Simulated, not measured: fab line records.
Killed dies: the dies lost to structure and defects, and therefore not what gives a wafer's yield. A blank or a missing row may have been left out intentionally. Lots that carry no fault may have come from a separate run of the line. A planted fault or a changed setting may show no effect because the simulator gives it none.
Which tool did it?    flow sky130    Sampling: 12 lots, 36 wafers, 5 of 708 route steps

## WHAT THE GAUGES SHOWED, per wafer
The record holds no reading of a measuring or inspecting step that can be judged against a usual standard deviation.

## TOOL THAT RAN EACH LOT (tool first, then ch and the chambers of the sampled wafers, then the start)
lot   SKY_METAL5_SPUTTER_03         SKY_METAL5_SPUTTER_04         SKY_PASSIVATION_CVD_02           SKY_PAD_OPEN_ETCH_07                SKY_PAD_OPEN_PROBE_99
L414  pvd sputter-03, day 43 09:02  pvd sputter-03, day 43 09:04  pecvd-01 ch 0,1,2, day 44 08:02  rie diel-01 ch 2,3, day 46 02:56    prober-01, day 46 05:26
L418  pvd sputter-03, day 43 20:59  pvd sputter-03, day 43 21:00  pecvd-03 ch 0,1,2, day 44 19:59  rie diel-04 ch 0,1, day 46 15:23    prober-01, day 46 17:49
L419  pvd sputter-02, day 44 04:26  pvd sputter-02, day 44 04:28  pecvd-03 ch 0,1,2, day 45 03:29  rie diel-01 ch 2,3, day 46 21:26    prober-02, day 46 23:55
L420  pvd sputter-02, day 44 11:13  pvd sputter-02, day 44 11:14  pecvd-03 ch 0,1, day 45 09:01    rie diel-01 ch 0,2,3, day 47 03:26  prober-01, day 47 05:45
L421  pvd sputter-03, day 44 18:41  pvd sputter-03, day 44 18:42  pecvd-04 ch 0,1,2, day 45 17:10  rie diel-03 ch 1,2,3, day 47 09:38  prober-02, day 47 12:02
L426  pvd sputter-02, day 45 22:27  pvd sputter-02, day 45 22:28  pecvd-01 ch 1,2, day 46 19:59    rie diel-03 ch 0,1,3, day 48 10:56  prober-01, day 48 13:21
L429  pvd sputter-04, day 46 16:11  pvd sputter-04, day 46 16:12  pecvd-01 ch 0,2, day 47 12:40    rie diel-01 ch 1,2,3, day 49 02:14  prober-02, day 49 04:34
L431  pvd sputter-04, day 47 05:17  pvd sputter-04, day 47 05:18  pecvd-04 ch 0,1,2, day 48 01:14  rie diel-03 ch 1,2,3, day 49 12:50  prober-02, day 49 15:14
L433  pvd sputter-02, day 47 22:25  pvd sputter-02, day 47 22:26  pecvd-03 ch 0,1,2, day 48 17:56  rie diel-03 ch 1,2,3, day 50 04:38  prober-02, day 50 07:03
L434  pvd sputter-03, day 48 04:28  pvd sputter-03, day 48 04:29  pecvd-01 ch 0,1, day 49 00:04    rie diel-04 ch 0,1, day 50 09:11    prober-01, day 50 11:44
L436  pvd sputter-02, day 48 17:55  pvd sputter-02, day 48 17:56  pecvd-04 ch 1,2, day 49 12:19    rie diel-01 ch 0,3, day 50 20:44    prober-02, day 50 23:04
L437  pvd sputter-04, day 49 05:59  pvd sputter-04, day 49 06:00  pecvd-04 ch 0,1, day 49 23:48    rie diel-04 ch 0,1,3, day 51 06:38  prober-02, day 51 09:13
- SKY_METAL5_SPUTTER_03: material Ti, target thk 5 nm, time 3.3 s.
- SKY_METAL5_SPUTTER_04: material TiN, target thk 70 nm, time 58.3 s.
- SKY_PASSIVATION_CVD_02: deposits Si3N4, target thk 540 nm.
- SKY_PAD_OPEN_ETCH_07: etches the open film in CF4/O2, stops on AlCu, target depth 725 nm, time 161.1 s.
- SKY_PAD_OPEN_PROBE_99

## AS READ BY THE TOOLS THEMSELVES (means over the sampled wafers that have a number; for cases with no such wafer, the mark the record gives instead)
SKY_METAL5_SPUTTER_03.
lot   tool            throttle valve pct (%)
L414  pvd sputter-03  28.3
L418  pvd sputter-03  30.4
L419  pvd sputter-02  29.0
L420  pvd sputter-02  29.2
L421  pvd sputter-03  29.4
L426  pvd sputter-02  29.7
L429  pvd sputter-04  29.3
L431  pvd sputter-04  29.0
L433  pvd sputter-02  29.7
L434  pvd sputter-03  29.8
L436  pvd sputter-02  28.9
L437  pvd sputter-04  30.3

SKY_METAL5_SPUTTER_04.
lot   tool            throttle valve pct (%)
L414  pvd sputter-03  28.4
L418  pvd sputter-03  30.3
L419  pvd sputter-02  29.1
L420  pvd sputter-02  29.2
L421  pvd sputter-03  29.5
L426  pvd sputter-02  29.7
L429  pvd sputter-04  29.4
L431  pvd sputter-04  29.1
L433  pvd sputter-02  29.7
L434  pvd sputter-03  29.7
L436  pvd sputter-02  29.1
L437  pvd sputter-04  30.2

SKY_PASSIVATION_CVD_02.
lot   tool      heater power w (W)
L414  pecvd-01  708
L418  pecvd-03  623
L419  pecvd-03  664
L420  pecvd-03  675
L421  pecvd-04  691
L426  pecvd-01  734
L429  pecvd-01  719
L431  pecvd-04  690
L433  pecvd-03  675
L434  pecvd-01  681
L436  pecvd-04  686
L437  pecvd-04  762

SKY_PAD_OPEN_ETCH_07.
lot   tool         drypump motor current A (A)  oes product au (a.u.)  throttle valve pct (%)
L414  rie diel-01  5.3                          0.974                  5.964
L418  rie diel-04  5.9                          0.980                  5.970
L419  rie diel-01  5.3                          0.980                  5.964
L420  rie diel-01  5.5                          0.979                  5.966
L421  rie diel-03  6.1                          0.974                  5.965
L426  rie diel-03  6.0                          0.975                  5.966
L429  rie diel-01  5.4                          0.980                  5.964
L431  rie diel-03  6.1                          0.975                  5.953
L433  rie diel-03  6.1                          0.973                  5.957
L434  rie diel-04  6.0                          0.982                  5.969
L436  rie diel-01  5.4                          0.981                  5.972
L437  rie diel-04  5.9                          0.982                  5.969

SKY_PAD_OPEN_PROBE_99.
lot   tool       defect limited yield (%)  killed_at_M0_to_M3  killed_at_M4_up  killed at contacts  killed at front end  killed at other  killed dies  killed open  killed short  sort_bin_3_pad_short (%)  sort_bin_5_function (%)  sort_bin_6_memory (%)  sort_bin_8_speed (%)  sort n pass  sort yield pct (%)
L414  prober-01  84.0                      38                  3.3              27                  10                   0.7              79           42           37            0.5                       10.0                     5.5                    0.00                  413          84.0
L418  prober-01  82.6                      47                  1.7              22                  15                   0.3              86           45           40            0.9                       10.7                     5.8                    0.07                  406          82.5
L419  prober-02  81.1                      46                  5.3              26                  16                   0.0              93           51           40            1.1                       11.4                     6.4                    0.00                  399          81.1
L420  prober-01  81.6                      52                  2.7              24                  12                   0.0              90           54           36            0.9                       10.7                     6.7                    0.07                  401          81.6
L421  prober-02  81.6                      45                  2.0              30                  14                   0.0              91           52           38            0.7                       10.9                     6.8                    0.00                  401          81.6
L426  prober-01  82.5                      46                  2.0              21                  17                   0.0              86           46           38            0.6                       10.6                     6.3                    0.00                  406          82.5
L429  prober-02  80.8                      50                  4.0              24                  16                   0.3              95           51           44            1.0                       11.3                     6.9                    0.07                  397          80.7
L431  prober-02  76.3                      47                  2.7              19                  14                   34.0             117          48           35            1.5                       15.8                     6.4                    0.00                  375          76.3
L433  prober-02  76.2                      40                  3.0              23                  15                   35.7             117          39           42            3.0                       14.1                     6.7                    0.00                  375          76.2
L434  prober-01  81.9                      48                  3.3              26                  11                   0.7              89           50           39            1.1                       10.1                     6.8                    0.00                  403          81.9
L436  prober-02  81.4                      48                  6.0              22                  15                   0.7              91           45           44            1.0                       11.3                     6.3                    0.00                  401          81.4
L437  prober-02  81.9                      47                  4.0              23                  15                   0.0              89           45           44            0.4                       12.4                     5.4                    0.00                  403          81.9

## THE ANSWER, worked out from the rows above alone
Rule: the lots themselves supply what counts as usual. The widest of any qualifying gaps counts: lots, ordered by their means at a reading, are off when they make up no more than a third of the lots, leave a main group of 4 or more, and stand apart from it by 3 or more times the standard deviation of that group's means. A main group is skipped when, at the precision printed for the reading in the tables above, its means are all equal. Also off: a lot with no number at a reading for which 4 or more lots have one. Any other lot the step has rows for is counted as sound. Order of review: gauges by route order, followed by the tools' own readings, for which a lot's mean as printed above is used. At the first step where some lot is off, the reading lying furthest off is the one used; lots without a number count as furthest.
Off at SKY_PAD_OPEN_PROBE_99 (killed at other): L431, L433. Mean 0.3 and standard deviation 0.3 in the main group.
A tool fits if, at that step or a process step before it, it ran every lot that is off, and no sound lot after the first of them. One fits: SKY_PAD_OPEN_ETCH_07 on rie diel-03. A fault onset in the window from L426 (day 48 10:56, its last sound lot) to L431 (day 49 12:50, its first lot off) fits.

## WHAT THE SIMULATOR HAD PUT IN
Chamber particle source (rie diel-03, SKY_PAD_OPEN_ETCH_07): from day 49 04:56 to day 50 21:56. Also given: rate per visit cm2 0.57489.
Shown lots that were struck: L431, L433. The rule above reached the same finding.
